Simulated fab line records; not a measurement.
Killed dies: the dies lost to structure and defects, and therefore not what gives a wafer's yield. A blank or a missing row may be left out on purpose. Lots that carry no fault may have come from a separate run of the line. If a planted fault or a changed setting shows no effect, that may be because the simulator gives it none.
Struck lot and sound lot, side by side ; flow gf180mcu ; 16 out of 602 route steps
Sound: wafers L887.1, L887.3, L887.5. Struck: wafers L900.2, L900.3. (L900.4 of the same lot was not struck and is left out.) The cause comes at the end.
Order at every step that has rows: each side's tool, ch and its chambers, its first start. Under that, the readings that differ: sound wafers ; struck wafers ; difference of the means ; sigmas: that difference in standard deviations of wafers without a fault.
alike: a reading whose means differ by less than 2 such deviations, as well as words and numbers matching on both sides. not compared: withheld readings; readings where some wafer has no value; bounds like >300 that might hide an equal value; numbers whose values overlap and for which the record gives no deviation.
The two part at a step that has a row with sigmas, a row that says differs or no value, or rows on one side only. Non-overlapping numbers with no deviation appear without sigmas and do not part them. Lack of a reading on every wafer of one side parts them only where that side has two or more wafers.

GF_MIM_SPUTTER_07: material TiN, target thk 60 nm, time 50 s.
  sound: pvd-sputter-01 at day 27 04:11; struck: pvd-sputter-01 at day 31 03:23
  alike: throttle-valve-pct
GF_MIM_SPUTTER_08: material AlCu, target thk 200 nm, time 10.6 s.
  sound: pvd-sputter-01 at day 27 04:14; struck: pvd-sputter-01 at day 31 03:26
  alike: throttle-valve-pct
GF_MIM_SPUTTER_09: material TiN, target thk 35 nm, time 29.2 s.
  sound: pvd-sputter-01 at day 27 04:15; struck: pvd-sputter-01 at day 31 03:28
  alike: throttle-valve-pct
GF_MIM_RS_MEAS_10: a four-point-probe measurement.
  sound: film-metro-04 at day 27 04:17; struck: film-metro-02 at day 31 03:31
  alike: MIM_ALCU_RS
GF_MIM_THK_MEAS_11: measures by xrf.
  sound: film-metro-04 at day 27 04:24; struck: film-metro-02 at day 31 03:37
  alike: MIM_ALCU_THK
then, 7 steps without rows for these wafers: GF_MIM_DEHYDRATE_12 (time 60 s); GF_MIM_HMDS_13 (prime time 60 s); GF_MIM_COAT_14 (resist thk 1000 nm); GF_MIM_SOFTBAKE_15 (time 60 s); GF_MIM_EXPOSE_16 (exposes mask FuseTop, target cd 2000 nm); GF_MIM_PEB_17; GF_MIM_DEVELOP_18 (develop time 60 s).
GF_MIM_METAL_ETCH_19: etches the open film in Cl2/BCl3, stops on Si3N4, target depth 324.5 nm, time 54.1 s.
  sound on rie-metal-04 ch 0,1, day 27 22:24; struck on rie-metal-04 ch 1, day 31 20:11
reading;sound;struck;difference;sigmas
oes-product-au (a.u.);0.942 0.945 0.948;0.999 1.004;+0.057;+9
run-length-s (s);82.2 82.0 81.7;68.6 68.8;-13.3;-35
throttle-valve-pct (%);28.271 28.285 28.283;28.223 28.197;-0.070;-6
model.etch.depth-nm (nm);298.7 298.4 299.9;240.5 240.3;-58.6;
model.MIM.feature-depth-nm (nm);298.7 298.4 299.9;240.5 240.3;-58.6;
model.NOVOLAK_of_MIM_COAT_14.thk-nm (nm);869.1 868.5 871.2;905.2 904.9;+35.4;
  alike: drypump-motor-current-A, mfc-cl2-sccm
  not compared: rf-hours-counter-h
GF_MIM_STRIP_20: strips in O2/N2.
  sound on plasma-asher-04 ch 0, day 27 22:28; struck on plasma-asher-04 ch 0,1, day 31 20:15
reading;sound;struck;difference;sigmas
oes-product-au (a.u.);0.693 0.682 0.696;0.712 0.711;+0.021;+4
strip-time-to-endpoint-s (s);11.19 11.19 11.26;11.62 11.63;+0.41;+11
  alike: drypump-motor-current-A, heater-power-w
  not compared: rf-hours-counter-h
then, 1 step without rows for these wafers: GF_MIM_STRIP_21 (strips in post etch residue remover, time 1200 s).
-- the record jumps here: 3 days lie between the struck wafers' starts before and after (it left off in module MIM and takes up again in module PASSIVATION, whose first step shown is number 602 of the route) --
GF_PASSIVATION_PROBE_99:
  sound: prober-01 at day 31 08:32; struck: prober-02 at day 34 17:24
reading;sound;struck;difference;sigmas
model.etest.met5.line-ohm-um;0.2542 0.2629 0.2591;78.27 80.03;+78.89;
model.etest.via5-chain.rc-ohm;6.836 6.785 6.721;59.97 58.42;+52.41;
model.etest.met5.rs-ohm-sq;0.07134 0.07312 0.0722;21.91 22.23;+22.00;
model.etest.iso-pplus-pwell.under-floor;0 0 0;1 1;+1;
model.etest.ppoly-sal.open;0 0 0;1 1;+1;
model.etest.met3.open;0 0 0;1 1;+1;
model.etest.npoly-u.open;0 0 0;1 1;+1;
model.etest.nplus_sal_6v.open;0 0 0;1 1;+1;

== WHERE THEY PART ==
First at GF_MIM_METAL_ETCH_19; last, within this record, at GF_MIM_STRIP_20.

WHY: what had been put in by the simulator
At GF_MIM_METAL_ETCH_19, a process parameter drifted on rie-metal-04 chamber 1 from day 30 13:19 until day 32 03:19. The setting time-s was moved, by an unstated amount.
